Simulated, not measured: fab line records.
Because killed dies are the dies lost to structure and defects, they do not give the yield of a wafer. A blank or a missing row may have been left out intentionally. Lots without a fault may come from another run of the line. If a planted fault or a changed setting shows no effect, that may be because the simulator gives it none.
fab line records -- flow sky130
[record] lots = 7, wafers = 21, last-day = 49
route steps=708 shown LOCAL_INTERCONNECT@388 PAD_OPEN@708
lots that met no fault: taken from a fault-free run of the same line
start-h: hours from the record's first day to the start of the lot's first wafer shown -- wait-h: time in hours since the lot's previous step -- " as in the row above -- L1.1+2: one row covering several wafers at once -- - value missing, or start not given -- * or withheld: withheld -- < > ~ a bound
route shown NAME@n: a module of which the file shows steps, and the number in the route of the first -- usual: the fault-free wafers' mean and standard deviation -- same: alike in all rows -- chamber/n: place in a boat -- sites: the reading at each site -- _std_site: the standard deviation of these -- _edge_site: inner sites' mean taken away from outer sites' mean -- radius-mm: for every site, how far away it sits from the centre of the wafer -- mask NAME#n: copy n -- behind: tool/chamber where the wafer was last shaped -- hold: what put the lot on hold/how long, in hours/how the hold closed -- device: names the non-switching transistor (n, p or np) -- end of line: tests run on the same wafers once the route is complete -- for a step that has no rows: nothing shown but its recipe -- killed: dies that structure and defects cost at the first sort, which is not the same as the wafer's yield -- map: a wafer's dies, x killed, . not, _ none there
set.NAME: the setting the step ran with; set.NAME@STEP: the setting that earlier step ran with -- model.NAME: the simulator's own value behind a step, which no gauge read
lots at selected steps of the route; one table per step, one row per wafer
services: from which hour (start-h, from the record's first day; less than 0 if before it) a tool's chamber was out of use, for how many hours, and why
[[steps]]
[step SKY_LOCAL_INTERCONNECT_RS_MEAS_01]
[recipe] thk-meas-gauge = four-point-probe, reads = TiN_of_LOCAL_INTERCONNECT_SPUTTER_00
[usual] LOCAL_INTERCONNECT_TIN_RS = 14.15/0.15
lot.wafer,tool,chamber,start-h,wait-h,LOCAL_INTERCONNECT_TIN_RS[ohm/sq]
L935.3,film-metro-01,-,694.16,0.1,14.16
L935.5,film-metro-01,-,694.16,0.1,14.15
L935.6,film-metro-01,-,694.16,0.1,14.14
L937.3,film-metro-01,-,715.09,0.1,14.34
L937.4,film-metro-01,-,715.09,0.1,14.30
L937.5,film-metro-01,-,715.09,0.1,14.38
L946.4,film-metro-02,-,786.91,0.1,14.26
L946.5,film-metro-02,-,786.91,0.1,14.20
L946.6,film-metro-02,-,786.91,0.1,14.29
L947.2,film-metro-02,-,792.02,0.1,14.22
L947.5,film-metro-02,-,792.02,0.1,14.05
L947.6,film-metro-02,-,792.02,0.1,14.29
L948.1,film-metro-02,-,799.71,0.0,14.09
L948.3,film-metro-02,-,799.71,0.0,14.06
L948.6,film-metro-02,-,799.71,0.0,14.08
L949.1,film-metro-01,-,800.71,0.0,13.88
L949.2,film-metro-01,-,800.71,0.0,14.15
L949.3,film-metro-01,-,800.71,0.0,13.78
L954.1,film-metro-03,-,835.80,0.0,14.13
L954.5,film-metro-03,-,835.80,0.0,14.13
L954.6,film-metro-03,-,835.80,0.0,13.92
[step SKY_LOCAL_INTERCONNECT_THK_MEAS_02]
[recipe] thk-meas-gauge = xrf, reads = TiN_of_LOCAL_INTERCONNECT_SPUTTER_00
[usual] LOCAL_INTERCONNECT_TIN_THK = 101.6/1.1
lot.wafer,tool,chamber,start-h,wait-h,LOCAL_INTERCONNECT_TIN_THK[nm]
L935.3,film-metro-01,-,694.26,0.1,101.2
L935.5,film-metro-01,-,694.26,0.1,101.9
L935.6,film-metro-01,-,694.26,0.1,101.6
L937.3,film-metro-01,-,715.19,0.1,100.5
L937.4,film-metro-01,-,715.19,0.1,100.7
L937.5,film-metro-01,-,715.19,0.1,100.0
L946.4,film-metro-02,-,787.00,0.1,101.5
L946.5,film-metro-02,-,787.00,0.1,101.8
L946.6,film-metro-02,-,787.00,0.1,100.8
L947.2,film-metro-02,-,792.13,0.1,100.3
L947.5,film-metro-02,-,792.13,0.1,102.0
L947.6,film-metro-02,-,792.13,0.1,100.3
L948.1,film-metro-02,-,799.83,0.1,101.9
L948.3,film-metro-02,-,799.83,0.1,101.8
L948.6,film-metro-02,-,799.83,0.1,101.8
L949.1,film-metro-01,-,800.83,0.1,103.2
L949.2,film-metro-01,-,800.83,0.1,101.6
L949.3,film-metro-01,-,800.83,0.1,104.2
L954.1,film-metro-03,-,835.92,0.1,101.9
L954.5,film-metro-03,-,835.92,0.1,102.1
L954.6,film-metro-03,-,835.92,0.1,103.9
[step SKY_LOCAL_INTERCONNECT_DEHYDRATE_03]
[recipe] temp-c = 200, time-s = 60
[step SKY_LOCAL_INTERCONNECT_HMDS_04]
[recipe] prime-time-s = 60, prime-temp-c = 120
[step SKY_LOCAL_INTERCONNECT_COAT_05]
[recipe] resist = BARC, temp-c = withheld, time-s = withheld, spin-rpm = 3000, resist-thk-nm = 60
[step SKY_LOCAL_INTERCONNECT_COAT_06]
[recipe] resist = KrF-thick, spin-rpm = 3000, resist-thk-nm = 450
[step SKY_LOCAL_INTERCONNECT_SOFTBAKE_07]
[recipe] temp-c = 100, time-s = 90, resist = KrF-thick
[step SKY_LOCAL_INTERCONNECT_EXPOSE_08]
[recipe] mask-id = LI1M, na = 0.8, source-shape = annular, sigma-inner = 0.55, sigma-outer = 0.85, target-cd-nm = 170, dose-mj = 28
[step SKY_LOCAL_INTERCONNECT_PEB_09]
[recipe] peb-temp-c = withheld, peb-time-s = withheld, resist = KrF-thick
[step SKY_LOCAL_INTERCONNECT_DEVELOP_10]
[recipe] develop-time-s = 60, resist = KrF-thick, dev-temp-c = 21
[step SKY_LOCAL_INTERCONNECT_CD_MEAS_11]
[recipe] target-cd-nm = 170
[usual] cd-nm = 169.8/1.6
lot.wafer,tool,chamber,start-h,wait-h,cd-nm
L935.3,cd-sem-02,-,721.85,-,172.3
L935.5,cd-sem-02,-,721.85,-,172.0
L935.6,cd-sem-02,-,721.85,-,171.4
L937.3,cd-sem-02,-,743.07,-,167.2
L937.4,cd-sem-02,-,743.07,-,168.5
L937.5,cd-sem-02,-,743.07,-,168.8
L946.4,cd-sem-02,-,812.87,-,168.7
L946.5,cd-sem-02,-,812.87,-,169.0
L946.6,cd-sem-02,-,812.87,-,168.4
L947.2,cd-sem-02,-,817.70,-,170.8
L947.5,cd-sem-02,-,817.70,-,168.2
L947.6,cd-sem-02,-,817.70,-,169.1
L948.1,cd-sem-02,-,826.77,-,168.5
L948.3,cd-sem-02,-,826.77,-,169.0
L948.6,cd-sem-02,-,826.77,-,170.2
L949.1,cd-sem-01,-,827.83,-,169.9
L949.2,cd-sem-01,-,827.83,-,170.8
L949.3,cd-sem-01,-,827.83,-,170.3
L954.1,cd-sem-01,-,863.01,-,167.5
L954.5,cd-sem-01,-,863.01,-,169.1
L954.6,cd-sem-01,-,863.01,-,168.3
[step SKY_LOCAL_INTERCONNECT_OVL_MEAS_12]
[usual] LOCAL_INTERCONNECT_OVL = 0/5.8
lot.wafer,tool,chamber,start-h,wait-h,LOCAL_INTERCONNECT_OVL[nm]
L935.3,overlay-02,-,721.94,0.1,7
L935.5,overlay-02,-,721.94,0.1,3
L935.6,overlay-02,-,721.94,0.1,3
L937.3,overlay-02,-,743.17,0.1,10
L937.4,overlay-02,-,743.17,0.1,4
L937.5,overlay-02,-,743.17,0.1,8
L946.4,overlay-01,-,812.95,0.1,10
L946.5,overlay-01,-,812.95,0.1,7
L946.6,overlay-01,-,812.95,0.1,12
L947.2,overlay-01,-,817.81,0.1,5
L947.5,overlay-01,-,817.81,0.1,7
L947.6,overlay-01,-,817.81,0.1,1
L948.1,overlay-02,-,826.89,0.1,-3
L948.3,overlay-02,-,826.89,0.1,-5
L948.6,overlay-02,-,826.89,0.1,-4
L949.1,overlay-01,-,827.95,0.1,7
L949.2,overlay-01,-,827.95,0.1,0
L949.3,overlay-01,-,827.95,0.1,-2
L954.1,overlay-01,-,863.13,0.1,-5
L954.5,overlay-01,-,863.13,0.1,-5
L954.6,overlay-01,-,863.13,0.1,0
[step SKY_LOCAL_INTERCONNECT_ETCH_13]
[recipe] chemistry = N2/H2, target = BARC, ion-energy-ev = 200, bias-w = 100, pressure-mtorr = 30, n2-flow-sccm = 100, h2-flow-sccm = 200, icp-w = 500, stop-on = SiO2, time-s = 45.9, target-depth-a = 600
[usual] drypump-motor-current-A = 5.54/0.21, h2-flow-sccm = 200.1/0.63, oes-product-au = 0.855/0.0049, throttle-valve-pct = 13.226/0.0087
lot.wafer,tool,chamber,start-h,wait-h,drypump-motor-current-A,h2-flow-sccm,oes-product-au,rf-hours-counter-h,throttle-valve-pct,model.KrF-thick_of_LOCAL_INTERCONNECT_COAT_06.thk-nm,model.LOCAL_INTERCONNECT.cd-nm,model.SiO2_of_SONOS_ONO_CVD_04.thk-nm
L935.3,rie-metal-02,1,722.01,0.1,5.62,200.4,0.855,-,13.231,394.1,173.2,4.218
L935.5,rie-metal-02,1,722.01,0.1,5.60,200.4,0.851,-,13.242,392.2,172.9,4.126
L935.6,rie-metal-02,1,722.01,0.1,5.62,201.3,0.853,-,13.243,393.5,172.3,4.131
L937.3,rie-metal-01,1,743.21,0.0,5.78,199.2,0.859,-,13.224,395.4,166.5,4.183
L937.4,rie-metal-01,0,743.21,0.0,5.50,199.8,0.857,-,13.224,394.3,168.8,4.218
L937.5,rie-metal-01,1,743.21,0.0,5.81,198.7,0.857,-,13.221,395.2,167.8,4.267
L946.4,rie-metal-02,1,812.99,0.0,5.59,200.0,0.857,-,13.238,368.2,164.3,3.2
L946.5,rie-metal-02,1,812.99,0.0,5.60,201.2,0.858,-,13.221,368.8,164.4,3.251
L946.6,rie-metal-02,0,812.99,0.0,5.13,199.8,0.857,-,13.218,393.6,167.7,4.435
L947.2,rie-metal-02,1,817.84,0.0,5.59,200.4,0.859,2,13.217,368.9,166.3,2.763
L947.5,rie-metal-02,0,817.84,0.0,5.16,200.7,0.851,-,13.220,393.9,168,4.024
L947.6,rie-metal-02,1,817.84,0.0,5.59,199.8,0.861,-,13.240,368.9,164.7,2.766
L948.1,rie-metal-02,1,826.92,0.0,5.60,200.7,0.860,3,13.215,368.1,164.8,2.849
L948.3,rie-metal-02,0,826.92,0.0,5.16,200.5,0.854,-,13.220,394.4,169.2,3.967
L948.6,rie-metal-02,1,826.92,0.0,5.56,200.8,0.859,-,13.223,366.6,165.9,2.922
L949.1,rie-metal-01,1,827.99,0.0,5.78,200.8,0.854,12,13.227,392.4,169.8,4.05
L949.2,rie-metal-01,0,827.99,0.0,5.51,199.9,0.856,7,13.229,392,171.7,4.21
L949.3,rie-metal-01,0,827.99,0.0,5.52,200.5,0.859,-,13.219,391.8,171.2,4.074
L954.1,rie-metal-01,1,863.17,0.0,5.83,200.2,0.851,13,13.213,394.4,166.4,4.21
L954.5,rie-metal-01,0,863.17,0.0,5.50,200.0,0.857,-,13.226,395.7,168.5,4.167
L954.6,rie-metal-01,1,863.17,0.0,5.83,200.7,0.852,-,13.213,394.7,168,4.029
[step SKY_LOCAL_INTERCONNECT_METAL_ETCH_14]
[recipe] target-depth-nm = 110, stop-on = PSG, chemistry = Cl2/BCl3, target = TiN, resist-sidewall-deg = 88, pressure-mtorr = 10, icp-w = 900, bias-w = 48.5, Cl2_flow_sccm = 60, bcl3-flow-sccm = 30, time-s = 31.4
[usual] drypump-motor-current-A = 5.53/0.21, oes-product-au = 0.940/0.0074, throttle-valve-pct = 21.902/0.0097
lot.wafer,tool,chamber,start-h,wait-h,drypump-motor-current-A,oes-product-au,rf-hours-counter-h,throttle-valve-pct,model.KrF-thick_of_LOCAL_INTERCONNECT_COAT_06.thk-nm,model.LOCAL_INTERCONNECT.cd-nm
L935.3,rie-metal-02,1,722.13,0.1,5.61,0.939,-,21.903,350.6,173.3
L935.5,rie-metal-02,1,722.13,0.1,5.60,0.947,-,21.906,349,173
L935.6,rie-metal-02,1,722.13,0.1,5.62,0.938,-,21.898,350.1,172.4
L937.3,rie-metal-01,1,743.27,0.0,5.82,0.931,-,21.902,352.4,166.1
L937.4,rie-metal-01,0,743.27,0.0,5.52,0.936,-,21.897,350.4,169.2
L937.5,rie-metal-01,1,743.27,0.0,5.82,0.925,-,21.909,352,167.3
L946.4,rie-metal-02,1,813.05,0.0,5.61,0.934,-,21.896,324.2,165.3
L946.5,rie-metal-02,1,813.05,0.0,5.60,0.944,-,21.888,325.2,164.8
L946.6,rie-metal-02,0,813.05,0.0,5.17,0.942,-,21.906,349.8,168.7
L947.2,rie-metal-02,1,817.90,0.0,5.63,0.934,2,21.902,325.3,166.4
L947.5,rie-metal-02,0,817.90,0.0,5.18,0.940,-,21.885,349.4,168.7
L947.6,rie-metal-02,1,817.90,0.0,5.63,0.931,-,21.892,325.4,164.9
L948.1,rie-metal-02,1,826.99,0.0,5.61,0.944,3,21.903,324.2,165.4
L948.3,rie-metal-02,0,826.99,0.0,5.16,0.943,-,21.903,350.1,170
L948.6,rie-metal-02,1,826.99,0.0,5.62,0.942,-,21.895,323.1,166.9
L949.1,rie-metal-01,1,828.05,0.0,5.78,0.950,12,21.890,349,169.1
L949.2,rie-metal-01,0,828.05,0.0,5.51,0.946,7,21.895,347.6,172.2
L949.3,rie-metal-01,0,828.05,0.0,5.52,0.952,-,21.888,348,171.6
L954.1,rie-metal-01,1,863.23,0.0,5.81,0.942,13,21.902,352,166.1
L954.5,rie-metal-01,0,863.23,0.0,5.52,0.937,-,21.911,352.2,169.2
L954.6,rie-metal-01,1,863.23,0.0,5.81,0.957,-,21.894,351.8,167.5
[step SKY_LOCAL_INTERCONNECT_STRIP_15]
[recipe] chemistry = O2/N2, power-w = 1400, pressure-mtorr = 1500, platen-temp-c = withheld, o2-flow-sccm = 3000, n2-flow-sccm = 300, overash-fraction = 0.5
[usual] drypump-motor-current-A = 5.7/0.37, oes-product-au = 0.427/0.004, strip-time-to-endpoint-s = 4.732/0.02
lot.wafer,tool,chamber,start-h,wait-h,drypump-motor-current-A,oes-product-au,rf-hours-counter-h,strip-time-to-endpoint-s
L935.3,plasma-asher-03,1,722.23,0.1,5.6,0.419,-,4.755
L935.5,plasma-asher-03,0,722.23,0.1,6.0,0.426,-,4.718
L935.6,plasma-asher-03,1,722.23,0.1,5.6,0.433,-,4.732
L937.3,plasma-asher-02,1,743.34,0.1,5.6,0.430,-,4.765
L937.4,plasma-asher-02,0,743.34,0.1,5.9,0.429,-,4.736
L937.5,plasma-asher-02,1,743.34,0.1,5.6,0.431,-,4.767
L946.4,plasma-asher-02,0,813.12,0.1,6.0,0.414,-,4.473
L946.5,plasma-asher-02,0,813.12,0.1,6.0,0.424,-,4.503
L946.6,plasma-asher-02,1,813.12,0.1,5.6,0.426,-,4.736
L947.2,plasma-asher-02,0,817.96,0.0,6.0,0.415,98,4.480
L947.5,plasma-asher-02,0,817.96,0.0,6.0,0.425,-,4.720
L947.6,plasma-asher-02,1,817.96,0.0,5.6,0.419,-,4.470
L948.1,plasma-asher-02,0,827.04,0.0,6.0,0.419,99,4.471
L948.3,plasma-asher-02,0,827.04,0.0,6.0,0.425,-,4.729
L948.6,plasma-asher-02,0,827.04,0.0,6.0,0.409,-,4.449
L949.1,plasma-asher-03,0,828.11,0.0,6.0,0.426,38,4.711
L949.2,plasma-asher-03,1,828.11,0.0,5.6,0.430,38,4.700
L949.3,plasma-asher-03,0,828.11,0.0,6.0,0.427,-,4.720
L954.1,plasma-asher-02,0,863.28,0.0,6.0,0.434,102,4.736
L954.5,plasma-asher-02,0,863.28,0.0,6.0,0.427,-,4.765
L954.6,plasma-asher-02,1,863.28,0.0,5.6,0.422,-,4.753
[step SKY_LOCAL_INTERCONNECT_STRIP_16]
[recipe] chemistry = post-etch-residue-remover, time-s = 1200, temp-c = 72.5
[step SKY_PAD_OPEN_PROBE_99]
[usual] killed_at_M0_to_M3 = 43/6.4, killed_at_M4_up = 2.8/1.7, killed-at-contacts = 24/5.5, killed-at-front-end = 15/4, killed-at-other = 0.3/0.54, killed-dies = 86/9.1, killed-open = 47/6.6, killed-short = 39/6.2
[same] gross-dies = 492, killed-at-back-side = 0
lot.wafer,tool,chamber,start-h,wait-h,killed_at_M0_to_M3,killed_at_M4_up,killed-at-contacts,killed-at-front-end,killed-at-other,killed-dies,killed-open,killed-short,model.etest.res-li.line-ohm-um
L935.3,prober-01,-,1088.54,0.2,35,2,16,18,0,71,45,26,73.89
L935.5,prober-01,-,1088.64,0.2,54,2,23,20,1,100,62,38,73.78
L935.6,prober-01,-,1088.69,0.2,40,4,23,24,0,91,52,39,74.32
L937.3,prober-02,-,1105.39,0.2,51,1,22,20,1,95,60,35,78.33
L937.4,prober-02,-,1105.44,0.2,41,4,24,15,0,84,49,35,76.17
L937.5,prober-02,-,1105.49,0.2,37,2,28,17,1,85,42,43,77.47
L946.4,prober-01,-,1155.94,0.2,51,4,30,6,0,91,58,33,77.89
L946.5,prober-01,-,1155.99,0.2,45,4,32,14,0,95,53,42,77.52
L946.6,prober-01,-,1156.04,0.2,50,4,29,15,0,98,56,42,76.72
L947.2,prober-02,-,1159.00,0.1,49,4,22,18,1,94,42,52,77.34
L947.5,prober-02,-,1159.15,0.2,35,2,22,15,1,75,35,40,75.34
L947.6,prober-02,-,1159.20,0.2,42,2,28,17,1,90,45,45,78.69
L948.1,prober-01,-,1163.96,0.1,41,3,31,12,0,87,54,33,77.03
L948.3,prober-01,-,1164.06,0.2,46,1,20,12,0,79,39,40,75.27
L948.6,prober-01,-,1164.21,0.2,55,1,15,13,0,84,45,39,76.44
L949.1,prober-02,-,1165.74,0.1,46,5,25,12,0,88,45,43,74.18
L949.2,prober-02,-,1165.79,0.1,49,3,26,11,1,90,44,46,74.37
L949.3,prober-02,-,1165.84,0.2,38,2,18,13,0,71,40,31,73.06
L954.1,prober-01,-,1186.85,0.1,37,3,22,22,0,84,47,37,76.92
L954.5,prober-01,-,1187.05,0.2,39,2,23,17,0,81,41,40,75.3
L954.6,prober-01,-,1187.10,0.2,40,3,24,15,0,82,44,38,75.04
// killed by level:class
L935.3 VIA1:geometric-particle:open=14 CONTACT:geometric-particle:open=7 VIA3:geometric-particle:open=6 POLY_GATE:geometric-particle:short=5 FIELD_ISO:geometric-particle:short=4 POLY_GATE:geometric-particle:open=4 LI_CONTACT:geometric-particle:open=4 CONTACT:geometric-particle:short=4
L935.5 VIA1:geometric-particle:open=13 VIA2:geometric-particle:open=13 VIA3:geometric-particle:open=10 CONTACT:geometric-particle:open=9 CONTACT:geometric-particle:short=6 METAL2:geometric-particle:short=6 FIELD_ISO:geometric-particle:short=5 POLY_GATE:geometric-particle:short=5
L935.6 CONTACT:geometric-particle:open=9 METAL2:geometric-particle:short=8 VIA1:geometric-particle:open=7 VIA2:geometric-particle:open=7 FIELD_ISO:geometric-particle:open=6 LI_CONTACT:geometric-particle:open=6 METAL4:geometric-particle:short=4 VIA3:geometric-particle:open=4
L937.3 VIA1:geometric-particle:open=15 VIA2:geometric-particle:open=10 SPACER:geometric-particle:open=8 CONTACT:geometric-particle:open=8 VIA3:geometric-particle:open=8 LOCAL_INTERCONNECT:geometric-particle:short=5 METAL1:geometric-particle:short=5 POLY_CUT:geometric-particle:short=4
L937.4 VIA1:geometric-particle:open=9 VIA3:geometric-particle:open=8 CONTACT:geometric-particle:open=7 LI_CONTACT:geometric-particle:open=7 LOCAL_INTERCONNECT:geometric-particle:short=6 POLY_GATE:geometric-particle:short=5 VIA2:geometric-particle:open=5 FIELD_ISO:geometric-particle:open=4
L937.5 CONTACT:geometric-particle:open=8 CONTACT:geometric-particle:short=7 VIA1:geometric-particle:open=7 FIELD_ISO:geometric-particle:open=6 VIA3:geometric-particle:short=6 LOCAL_INTERCONNECT:geometric-particle:short=5 METAL1:geometric-particle:short=5 POLY_GATE:geometric-particle:open=4
L946.4 VIA1:geometric-particle:open=14 LI_CONTACT:geometric-particle:open=12 CONTACT:geometric-particle:open=9 VIA2:geometric-particle:open=9 VIA3:geometric-particle:open=7 METAL3:geometric-particle:short=6 CONTACT:geometric-particle:short=5 METAL1:geometric-particle:short=5
L946.5 VIA1:geometric-particle:open=11 CONTACT:geometric-particle:open=9 METAL3:geometric-particle:short=9 VIA3:geometric-particle:open=8 LI_CONTACT:geometric-particle:open=7 LOCAL_INTERCONNECT:geometric-particle:short=7 POLY_GATE:geometric-particle:open=5 CONTACT:geometric-particle:short=5
L946.6 LI_CONTACT:geometric-particle:open=11 VIA1:geometric-particle:open=11 CONTACT:geometric-particle:open=10 METAL1:geometric-particle:short=9 VIA2:geometric-particle:open=8 POLY_GATE:geometric-particle:short=7 VIA1:geometric-particle:short=7 METAL2:geometric-particle:short=4
L947.2 VIA3:geometric-particle:open=10 METAL1:geometric-particle:short=8 VIA1:geometric-particle:open=8 METAL2:geometric-particle:short=7 VIA1:geometric-particle:short=6 LOCAL_INTERCONNECT:geometric-particle:short=6 FIELD_ISO:geometric-particle:short=5 LI_CONTACT:geometric-particle:open=5
L947.5 VIA1:geometric-particle:open=11 FIELD_ISO:geometric-particle:short=7 CONTACT:geometric-particle:open=6 LI_CONTACT:geometric-particle:open=5 METAL1:geometric-particle:short=5 METAL2:geometric-particle:short=5 LOCAL_INTERCONNECT:geometric-particle:short=4 VIA3:geometric-particle:open=4
L947.6 LOCAL_INTERCONNECT:geometric-particle:short=11 VIA1:geometric-particle:open=10 METAL2:geometric-particle:short=9 LI_CONTACT:geometric-particle:open=6 VIA1:geometric-particle:short=5 VIA2:geometric-particle:open=5 FIELD_ISO:geometric-particle:short=4 METAL1:geometric-particle:open=4
L948.1 VIA1:geometric-particle:open=14 CONTACT:geometric-particle:open=10 LI_CONTACT:geometric-particle:open=9 METAL1:geometric-particle:short=6 CONTACT:geometric-particle:short=5 FIELD_ISO:geometric-particle:open=4 VIA2:geometric-particle:open=4 FIELD_ISO:geometric-particle:short=3
L948.3 VIA1:geometric-particle:open=12 METAL2:geometric-particle:short=7 METAL1:geometric-particle:short=6 VIA1:geometric-particle:short=6 LOCAL_INTERCONNECT:geometric-particle:short=5 FIELD_ISO:geometric-particle:short=4 LI_CONTACT:geometric-particle:open=4 CONTACT:geometric-particle:open=4
L948.6 VIA1:geometric-particle:open=15 METAL2:geometric-particle:short=9 METAL1:geometric-particle:short=7 VIA1:geometric-particle:short=7 VIA3:geometric-particle:open=7 FIELD_ISO:geometric-particle:short=6 LI_CONTACT:geometric-particle:open=5 CONTACT:geometric-particle:open=5
L949.1 CONTACT:geometric-particle:open=8 VIA1:geometric-particle:open=8 VIA3:geometric-particle:open=8 VIA1:geometric-particle:short=7 VIA2:geometric-particle:open=6 CONTACT:geometric-particle:short=6 METAL1:geometric-particle:short=5 FIELD_ISO:geometric-particle:short=4
L949.2 CONTACT:geometric-particle:open=13 VIA1:geometric-particle:short=11 METAL2:geometric-particle:short=10 VIA3:geometric-particle:open=6 LI_CONTACT:geometric-particle:open=5 VIA2:geometric-particle:open=5 VIA1:geometric-particle:open=5 CONTACT:geometric-particle:short=4
L949.3 LI_CONTACT:geometric-particle:open=9 METAL2:geometric-particle:short=8 VIA1:geometric-particle:open=8 CONTACT:geometric-particle:open=5 METAL2:geometric-particle:open=4 FIELD_ISO:geometric-particle:open=4 METAL1:geometric-particle:short=4 VIA2:geometric-particle:open=4
L954.1 VIA1:geometric-particle:open=10 FIELD_ISO:geometric-particle:open=8 CONTACT:geometric-particle:open=7 VIA2:geometric-particle:open=6 POLY_GATE:geometric-particle:short=5 METAL1:geometric-particle:short=5 LI_CONTACT:geometric-particle:open=4 CONTACT:geometric-particle:short=4
L954.5 VIA1:geometric-particle:open=9 LI_CONTACT:geometric-particle:open=7 FIELD_ISO:geometric-particle:open=6 METAL2:geometric-particle:short=6 FIELD_ISO:geometric-particle:short=5 LI_CONTACT:geometric-particle:short=5 CONTACT:geometric-particle:open=5 VIA1:geometric-particle:short=5
L954.6 CONTACT:geometric-particle:open=10 VIA1:geometric-particle:open=8 VIA3:geometric-particle:open=7 FIELD_ISO:geometric-particle:open=5 POLY_GATE:geometric-particle:open=5 CONTACT:geometric-particle:short=5 METAL2:geometric-particle:short=5 VIA2:geometric-particle:short=4
[[services]]
tool,chamber,start-h,hours,kind
rie-metal-01,-,738.07,2.8,pm
rie-metal-02,1,738.24,-,clean
rie-metal-02,1,738.24,11.2,scheduled-down
rie-metal-02,1,738.24,11.2,vent-cycle
plasma-asher-03,-,745.30,1.6,repair
plasma-asher-02,-,754.93,8.8,repair
rie-metal-02,-,769.91,0.5,repair
plasma-asher-03,-,811.69,2.8,pm
plasma-asher-02,-,835.28,1.9,repair
rie-metal-02,0,852.67,-,clean
rie-metal-02,0,852.67,26.0,scheduled-down
rie-metal-02,0,852.67,26.0,vent-cycle
[[key]]
[first-sign] step = SKY_LOCAL_INTERCONNECT_STRIP_15, reading = strip-time-to-endpoint-s, direction = down, sigmas = 13, usual = *, struck = *
[effect] step = SKY_LOCAL_INTERCONNECT_STRIP_15, reading = oes-product-au, direction = down, sigmas = 2.6, usual = 0.427, struck = 0.417
[model-effect] step = SKY_LOCAL_INTERCONNECT_ETCH_13, value = KrF-thick_of_LOCAL_INTERCONNECT_COAT_06.thk-nm, without = 393.7, struck = 368.2
[model-effect] step = SKY_LOCAL_INTERCONNECT_METAL_ETCH_14, value = KrF-thick_of_LOCAL_INTERCONNECT_COAT_06.thk-nm, without = 350, struck = 324.6
[model-effect] step = SKY_PAD_OPEN_PROBE_99, value = etest.res-li.line-ohm-um, without = 75.19, struck = 77.49
met-at SKY_LOCAL_INTERCONNECT_ETCH_13
struck-wafers L946.4,L946.5,L947.2,L947.6,L948.1,L948.6
tester-left-out L946,L947,L948
onset-between 722.01 812.99
[fault] kind = process-parameter-drift, tool = rie-metal-02, chamber = 1, onset-h = 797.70, steps = SKY_LOCAL_INTERCONNECT_ETCH_13, channel = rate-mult, offset = 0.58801, shape = step, end-h = 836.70
// tester-left-out: of these lots the tester's yield and bins aren't shown, on N5 and GAA mostly nor the transistor test; their killed dies are dies lost to structure and defects alone, not to doping, threshold or leakage, so they don't give the yield
